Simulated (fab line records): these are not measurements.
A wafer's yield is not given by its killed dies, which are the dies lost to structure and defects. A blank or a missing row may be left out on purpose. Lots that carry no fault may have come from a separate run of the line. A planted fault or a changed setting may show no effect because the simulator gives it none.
2 desks looking at one fault :: flow sky130 :: every desk sees just its own numbers, and what lay behind them comes last

== METROLOGY DESK ==
What the gauges read, lot by lot, whatever tool the lot ran on: means of the sampled wafers that have a number. The brackets show how far a lot's mean lies from the usual mean; more than 4 standard deviations puts the lot out of limits, marked OUT.
Columns: A = CAPM_TIN_RS at SKY_CAPM_RS_MEAS_03, usual 7.01 ohm/sq; B = CAPM_OVL at SKY_CAPM_OVL_MEAS_12, usual 0.7 nm
lot: L903
first seen here: day 36 07:13
A: 7.11
B: 1.8

lot: L904
first seen here: day 36 21:32
A: 6.96
B: 1.0

lot: L905
first seen here: day 37 02:19
A: 6.98
B: 2.2

lot: L909
first seen here: day 38 13:34
A: 7.03
B: 1.9

lot: L911
first seen here: day 39 04:18
A: 6.97
B: 1.9

lot: L912
first seen here: day 39 05:44
A: 6.97
B: 0.6

lot: L916
first seen here: day 40 12:02
A: 7.07
B: -1.2

lot: L918
first seen here: day 40 18:10
A: 6.94
B: 0.7

lot: L919
first seen here: day 41 10:43
A: 7.04
B: 2.5

lot: L924
first seen here: day 42 18:30
A: 6.89
B: -0.0

lot: L925
first seen here: day 43 07:05
A: 6.91
B: 2.3

lot: L926
first seen here: day 43 10:56
A: 7.13
B: 0.9
This desk's finding: nothing out of limits on any of the 12 lots.

== THE TOOL OWNER'S DESK: wetBench-04 ==
The tool's own readings at SKY_METAL3_STRIP_20 (strips in post etch residue remover, time 1200 s): means of the sampled wafers that have a number, for each lot that ran on this tool. The brackets show how far a lot's mean lies from the usual mean; more than 4 standard deviations puts the lot out of limits, marked OUT.
Columns: A = bathGuardTempC at SKY_METAL3_STRIP_20, usual 72.7 C; B = bathHeatDutyPct at SKY_METAL3_STRIP_20, usual 13.8 %; C = tempC at SKY_METAL3_STRIP_20, usual 72.52 C
lot: L903
first seen here: day 38 11:14
A: 73.8
B: 14.7
C: 72.76

lot: L905
first seen here: day 39 07:04
A: 73.8
B: 10.8
C: 72.57

lot: L919
first seen here: day 43 11:01
A: 71.4
B: 13.2
C: 72.42

lot: L925
first seen here: day 45 04:40
A: 73.8
B: 11.5
C: 72.67
This desk's finding: nothing out of limits on any of the 4 lots.

== PUT TOGETHER ==
The metrology desk saw nothing out of limits.
The tool owner's desk saw nothing out of limits.

== WHAT THE SIMULATOR HAD INSERTED ==
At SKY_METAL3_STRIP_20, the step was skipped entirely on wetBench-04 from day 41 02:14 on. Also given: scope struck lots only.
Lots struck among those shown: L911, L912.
